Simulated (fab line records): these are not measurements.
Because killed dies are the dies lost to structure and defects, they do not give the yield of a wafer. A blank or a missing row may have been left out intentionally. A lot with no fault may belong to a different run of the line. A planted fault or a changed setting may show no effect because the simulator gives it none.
Split-lot experiment | flow sky130 | 23 wafers read from 5 lots, route of 708 steps

== THE SPLIT ITSELF ==
At SKY_SONOS_ONO_CVD_02 (deposits Si3N4 from DCS/NH3, target thk 10.5 nm, time 180 s), the setting time-s was moved away from the recipe's 180 s on 10 of the 23 wafers read, by +3.9% to +9.6%. The other wafers ran this setting at the recipe's value.

Split to reading: the file shows no intervening step.

== THE READING ==
Values of SONOS_ONO_CVD_02_THK in nm from SKY_SONOS_ONO_THK_MEAS_03. Typical for fault-free wafers on this fab line: 10.44 nm, with standard deviation 0.11 nm.

wafer  | tool, chamber at the split | time-s as run, s | against the recipe | SONOS_ONO_CVD_02_THK, nm | against lot-mates on the recipe
L074.1 | -, -                       | 187.1            | +3.9%              | 10.73                    | no lot-mate on the recipe
L074.2 | -, -                       | 187.1            | +3.9%              | 10.83                    | no lot-mate on the recipe
L074.3 | -, -                       | 187.1            | +3.9%              | 10.81                    | no lot-mate on the recipe
L074.4 | -, -                       | 187.1            | +3.9%              | 10.81                    | no lot-mate on the recipe
L074.6 | -, -                       | 187.1            | +3.9%              | 10.83                    | no lot-mate on the recipe
L077.1 | -, -                       | 180              | recipe             | 10.47                    | -
L077.2 | -, -                       | 180              | recipe             | 10.52                    | -
L077.3 | -, -                       | 180              | recipe             | 10.41                    | -
L077.4 | -, -                       | 180              | recipe             | 10.36                    | -
L077.5 | -, -                       | 180              | recipe             | 10.44                    | -
L079.1 | lpcvd-02, 0                | 180              | recipe             | 10.44                    | -
L079.4 | lpcvd-02, 0                | 180              | recipe             | 10.42                    | -
L079.5 | lpcvd-02, 0                | 180              | recipe             | 10.56                    | -
L080.1 | -, -                       | 180              | recipe             | 10.42                    | -
L080.2 | -, -                       | 180              | recipe             | 10.40                    | -
L080.4 | -, -                       | 180              | recipe             | 10.41                    | -
L080.5 | -, -                       | 180              | recipe             | 10.37                    | -
L080.6 | -, -                       | 180              | recipe             | 10.29                    | -
L085.1 | -, -                       | 197.2            | +9.6%              | 11.64                    | no lot-mate on the recipe
L085.2 | -, -                       | 197.2            | +9.6%              | 11.47                    | no lot-mate on the recipe
L085.3 | -, -                       | 197.2            | +9.6%              | 11.54                    | no lot-mate on the recipe
L085.4 | -, -                       | 197.2            | +9.6%              | 11.46                    | no lot-mate on the recipe
L085.6 | -, -                       | 197.2            | +9.6%              | 11.52                    | no lot-mate on the recipe

FIT RESULTS
A straight line over all 23 wafers: SONOS_ONO_CVD_02_THK changes by +0.114 nm for each +1% of time-s; r = +0.99; the points scatter about the line by 0.071 nm.
Too few moved wafers have a lot-mate on the recipe to fit a line with each lot's own level taken away.

== THE WHOLE CHAIN: every reading that the file lists as answering this split, in the file's order ==
step                      | what it does                                                | reading                                                                           | change (the file's fit)               | r (the file's)
SKY_SONOS_ONO_CVD_02      | deposits Si3N4 from DCS/NH3, target thk 10.5 nm, time 180 s | Si3N4_of_SONOS_ONO_CVD_02.thk-nm (the simulator's own value, which no gauge read) | +0.112 nm for each +1% of the setting | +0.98
SKY_SONOS_ONO_THK_MEAS_03 |                                                             | SONOS_ONO_CVD_02_THK                                                              | +0.114 for each +1% of the setting    | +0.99

== THE FILE'S OWN FIT ==
SONOS_ONO_CVD_02_THK changes by +0.114 nm for each +1% of time-s, r = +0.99.
